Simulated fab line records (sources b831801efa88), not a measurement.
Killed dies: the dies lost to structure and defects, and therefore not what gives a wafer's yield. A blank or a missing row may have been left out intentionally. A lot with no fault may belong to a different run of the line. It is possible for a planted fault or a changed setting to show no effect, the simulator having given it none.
A single fault, viewed from 2 desks || flow sky130 || each desk holds nothing but its own numbers, with what lay behind them at the end

AT THE METROLOGY DESK
What the gauges read for every lot (on any tool): the sampled wafers with a number, averaged. Any lot whose mean is over 4 standard deviations away from the usual mean is out of limits and marked OUT; that distance is given in the brackets.
Columns: A = LDD_N_OVL at SKY_LDD_N_OVL_MEAS_07, usual -0.7 nm
{"lot": "L330", "first seen here": "day 18 14:12", "A": 0.8}
{"lot": "L333", "first seen here": "day 20 01:28", "A": -0.5}
{"lot": "L335", "first seen here": "day 20 19:24", "A": 1.4}
{"lot": "L336", "first seen here": "day 21 03:45", "A": -0.9}
{"lot": "L340", "first seen here": "day 22 16:32", "A": -0.7}
{"lot": "L345", "first seen here": "day 24 04:35", "A": -3.3}
This desk's finding: nothing out of limits on any of the 6 lots.

TOOL OWNER'S DESK, implanter-03
The tool's own readings at SKY_LDD_N_IMPLANT_13, given as means over the sampled wafers that have a number, one for each lot that went through this tool. Any lot whose mean is over 4 standard deviations away from the usual mean is out of limits and marked OUT; that distance is given in the brackets.
Columns: A = tiltDeg at SKY_LDD_N_IMPLANT_13, usual 30.002 degrees
{"lot": "L333", "first seen here": "day 20 02:16", "A": 29.991}
{"lot": "L335", "first seen here": "day 20 20:11", "A": "-0.019 (-99 or more) OUT"}
{"lot": "L336", "first seen here": "day 21 04:33", "A": "-0.006 (-99 or more) OUT"}
{"lot": "L345", "first seen here": "day 24 05:24", "A": 30.021}
This desk's finding: out of limits on L335, L336; first on L335, day 20 20:11 (tiltDeg at SKY_LDD_N_IMPLANT_13). L333, L345 stayed within limits.

PUT TOGETHER
At day 20 20:11, on L335, L336, the tool owner's desk was in a position to raise an alarm.
Nothing out of limits was seen by the metrology desk.
The metrology desk holds a record of L335, L336, inside its limits.
The lots listed all ran SKY_LDD_N_IMPLANT_13 on implanter-03.

WHAT WAS PUT IN BY THE SIMULATOR
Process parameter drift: implanter-03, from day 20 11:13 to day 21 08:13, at SKY_LDD_N_IMPLANT_13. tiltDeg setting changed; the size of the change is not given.
Shown lots that were struck: L335, L336.
How many hours passed from the start of the fault until each desk's first out-of-limits reading: the tool owner's desk, 9.
